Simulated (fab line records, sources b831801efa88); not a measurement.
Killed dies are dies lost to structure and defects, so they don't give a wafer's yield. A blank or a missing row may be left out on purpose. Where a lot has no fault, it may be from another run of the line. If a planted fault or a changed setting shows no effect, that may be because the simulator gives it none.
Which tool was responsible? :: flow gf180mcu :: 6 lots (18 wafers sampled), 1 step of a 602-step route

## WHAT THE GAUGES READ, wafer by wafer
GF_SAB_OVL_MEAS_10.
lot: L502
measured: day 15 18:16
on: overlay-01
SAB_OVL (nm): 0.1 0.9 0.0

lot: L505
measured: day 16 18:49
on: overlay-02
SAB_OVL (nm): -1.4 -0.5 -0.2

lot: L510
measured: day 18 13:33
on: overlay-02
SAB_OVL (nm): -1.8 -0.9 -0.2

lot: L519
measured: day 21 17:25
on: overlay-02
SAB_OVL (nm): 0.7 0.6 -0.7

lot: L521
measured: day 22 04:25
on: overlay-01
SAB_OVL (nm): 0.1 1.4 -1.1

lot: L523
measured: day 22 20:47
on: overlay-01
SAB_OVL (nm): -1.4 -1.0 -1.6

## TOOL THAT RAN EACH LOT (tool first, then ch and the chambers of the sampled wafers, then the start)
No process step before these readings appears in the record.

## THE ANSWER, worked out from the rows above alone
Rule: the usual values come from the lots themselves. The widest of any qualifying gaps counts: lots, ordered by their means at a reading, are off when they make up no more than a third of the lots, leave a main group of 4 or more, and stand apart from it by 3 or more times the standard deviation of that group's means. A main group is skipped when, at the precision printed for the reading in the tables above, its means are all equal. Also off: a lot with no number at a reading for which 4 or more lots have one. All remaining lots with rows at the step are treated as sound.
Nothing can be told from this: no lot is off at any reading shown.

## WHAT THE SIMULATOR HAD PUT IN
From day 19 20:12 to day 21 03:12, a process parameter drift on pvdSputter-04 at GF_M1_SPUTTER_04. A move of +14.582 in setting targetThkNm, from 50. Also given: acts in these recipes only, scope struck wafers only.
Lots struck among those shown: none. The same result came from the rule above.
